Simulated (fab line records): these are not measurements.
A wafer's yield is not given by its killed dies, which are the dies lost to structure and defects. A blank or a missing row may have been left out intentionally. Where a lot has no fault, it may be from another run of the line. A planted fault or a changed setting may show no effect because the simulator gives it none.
A lot that was struck, set against a sound lot ; flow sky130 ; 14 out of 708 route steps
Sound: these wafers, L925.1, L925.5, L925.6. Struck: wafers L923.3, L923.5, L923.6. The cause is given at the end.
At each step with rows: each side's tool, then ch and its chambers, then its first start. Under that, the readings that differ: sound wafers ; struck wafers ; difference of the means ; sigmas: that difference in standard deviations of wafers without a fault.
alike: words and numbers the same on both sides, and readings whose means are apart by under 2 such deviations; not compared: readings that were withheld, readings missing a value for some wafer, numbers with overlapping values and no deviation given by the record, and bounds like >300 which may hide the same value.
A row with sigmas, a row that says differs or no value, or rows on one side alone: a step with any of these is where the two part. Non-overlapping numbers with no deviation appear without sigmas and do not part them. A reading missing from all wafers of one side parts the sides only when that side holds two or more wafers.

first, 2 steps without rows for these wafers: SKY_NWELL_PEB_08; SKY_NWELL_DEVELOP_09 (develop time 60 s).
SKY_NWELL_OVL_MEAS_10:
  sound on overlay-01 at day 9 05:01; struck on overlay-01 at day 8 15:40
  alike: NWELL_00_OVL
then, 3 steps without rows for these wafers: SKY_NWELL_IMPLANT_11; SKY_NWELL_IMPLANT_12; SKY_NWELL_IMPLANT_13.
SKY_NWELL_STRIP_14: strips in O2/N2.
  sound on plasmaAsher-03 ch 0,1, day 9 05:30; struck on plasmaAsher-01 ch 0,1, day 8 16:10
reading;sound;struck;difference;sigmas
stripTimeToEndpointS (s);37.24 37.14 37.24;36.83 36.79 36.97;-0.34;-3
  alike: drypumpMotorCurrentA, oesProductAu
  not compared: rfHoursCounterH
SKY_NWELL_TW_MEAS_15:
  sound on filmMetro-03 at day 9 05:36; struck on filmMetro-03 at day 8 16:15
  alike: NWELL_TW
then, 4 steps without rows for these wafers: SKY_NWELL_DEHYDRATE_16 (time 60 s); SKY_NWELL_HMDS_17 (prime time 60 s); SKY_NWELL_COAT_18 (resist thk 3000 nm); SKY_NWELL_SOFTBAKE_19.
SKY_NWELL_EXPOSE_20: exposes mask NWM COMPLEMENT, target cd 840 nm.
  sound on ilineStepper-02 ch 0, day 9 16:07; struck on ilineStepper-01, day 9 02:38
  no value came back on the struck wafers for exposureDoseMJCm2, focusOffsetNm (nm); on the sound wafers exposureDoseMJCm2 reads 259.64 260.02 259.67
reading;sound;struck;difference;sigmas
model.NWELL.overlayYNm (nm);-0.08829 -0.08829 -0.08829;-0.2214 -0.2214 -0.2214;-0.1331;
model.NWELL.overlayXNm (nm);0.244 0.244 0.244;0.991 0.991 0.991;+0.747;
  alike: mask
then, 1 step without rows for these wafers: SKY_NWELL_PEB_21.

WHERE THEY PART
Earliest at SKY_NWELL_STRIP_14; latest, in this record, at SKY_NWELL_EXPOSE_20.

WHY: what had been put in by the simulator
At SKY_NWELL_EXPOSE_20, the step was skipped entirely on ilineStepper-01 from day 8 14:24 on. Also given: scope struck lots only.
